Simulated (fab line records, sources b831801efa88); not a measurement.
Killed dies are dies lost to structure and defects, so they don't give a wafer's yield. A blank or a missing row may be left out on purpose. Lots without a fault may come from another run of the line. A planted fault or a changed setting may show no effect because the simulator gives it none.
Chamber matching | flow gf180mcu | GF_V2_CMP_26 on cmp-02: 4 sister chambers
The step polishes, stops on SiO2, t overpolish 15 s, target thk 0 nm. 4 wafers are shown with their chamber, then 8 later ones without.

WAFERS WITH THEIR CHAMBER
wafer  | chamber | motor_current_A (A)
L376.3 | 1       | 12.7
L376.5 | 0       | 12.7
L376.6 | 3       | 11.7
L387.4 | 2       | 10.4

WAFERS WITHOUT THEIR CHAMBER
wafer  | motor_current_A (A)
L387.5 | 9.8
L387.6 | 12.1
L392.1 | 9.7
L392.2 | 12.2
L392.4 | 11.9
L393.1 | 11.5
L393.2 | 10.0
L393.3 | 12.5

WHICH CHAMBER EACH WENT THROUGH
wafer  | from the rows above          | in truth
L387.5 | 2                            | 2
L387.6 | can't be placed: 3 or 0 or 1 | 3
L392.1 | 2                            | 2
L392.2 | can't be placed: 0 or 1 or 3 | 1
L392.4 | can't be placed: 3 or 0 or 1 | 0
L393.1 | 3                            | 3
L393.2 | 2                            | 2
L393.3 | can't be placed: 0 or 1 or 3 | 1
Placed correctly: 4 of 8. Can't be placed from these rows: 4 (the true chamber is among the candidates in 4). Placed wrongly: 0.
How it was worked out, from the rows above alone: a wafer's distance from a chamber is the root of the sum, over the readings, of the square of ((its reading less the chamber's mean) divided by the reading's scatter). The wafer belongs to the nearest chamber; if the next one is less than 2 further off, it can't be placed. A chamber's mean is the mean of its shown wafers. The scatter: with one shown wafer a chamber, the root of the mean of the squares of how far each hidden wafer lies from its nearest shown one.
